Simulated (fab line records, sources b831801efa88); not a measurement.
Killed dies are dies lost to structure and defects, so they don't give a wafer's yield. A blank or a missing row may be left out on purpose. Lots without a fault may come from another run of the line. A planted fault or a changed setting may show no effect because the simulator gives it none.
Which tool did it? | flow gf180mcu | 7 lots, 21 wafers sampled, at 3 steps of a route of 602

WHAT THE GAUGES READ, wafer by wafer
GF_PASSIVATION_THK_MEAS_01.
lot  | measured     | on            | PASSIVATION_CVD_00_THK (nm)
L722 | day 28 17:35 | film_metro-01 | 993 973 1000
L725 | day 29 07:20 | film_metro-03 | 969 1000 993
L726 | day 29 22:29 | film_metro-01 | 991 984 1016
L729 | day 30 14:31 | film_metro-03 | 964 964 993
L735 | day 32 05:01 | film_metro-01 | 985 959 980
L738 | day 32 21:34 | film_metro-04 | 994 981 982
L744 | day 34 05:32 | film_metro-04 | 976 992 1012

WHICH TOOL RAN EACH LOT (tool, then ch and the chambers of the sampled wafers, then the start)
lot  | GF_V5_CVD_02                    | GF_TOP_METAL_SPUTTER_00
L722 | pecvd-03 ch 0,1, day 26 22:55   | pvd_sputter-03, day 27 20:21
L725 | pecvd-03 ch 0,2, day 27 12:31   | pvd_sputter-02, day 28 10:50
L726 | pecvd-03 ch 0,1, day 28 04:32   | pvd_sputter-04, day 29 02:40
L729 | pecvd-03 ch 0,1,2, day 28 20:59 | pvd_sputter-03, day 29 18:47
L735 | pecvd-02 ch 1, day 30 16:14     | pvd_sputter-04, day 31 11:17
L738 | pecvd-02 ch 0,1,2, day 31 08:35 | pvd_sputter-04, day 32 04:27
L744 | pecvd-03 ch 0,2, day 32 19:13   | pvd_sputter-04, day 33 13:16
- GF_V5_CVD_02: deposits SiO2 from TEOS, target thk 1450 nm, time 163.28 s.
- GF_TOP_METAL_SPUTTER_00: material Ti, target thk 37.5 nm, time 150 s.

THE ANSWER, worked out from the rows above alone
Rule: what is usual is taken from the lots themselves. Put in order of their means at a reading, lots are off if they are a third of the lots or fewer, leave a main group of 4 or more, and stand apart from it by a gap of 3 or more times the standard deviation of the main group's means; of several such gaps the widest counts. A main group whose means are all the same, to the digits that the tables above print for the reading, isn't used. A lot without any number at a reading at which 4 lots or more have one is off too. The other lots that the step has rows for count as sound.
No lot is off at any reading shown: from this, nothing can be told.

WHAT THE SIMULATOR HAD PUT IN
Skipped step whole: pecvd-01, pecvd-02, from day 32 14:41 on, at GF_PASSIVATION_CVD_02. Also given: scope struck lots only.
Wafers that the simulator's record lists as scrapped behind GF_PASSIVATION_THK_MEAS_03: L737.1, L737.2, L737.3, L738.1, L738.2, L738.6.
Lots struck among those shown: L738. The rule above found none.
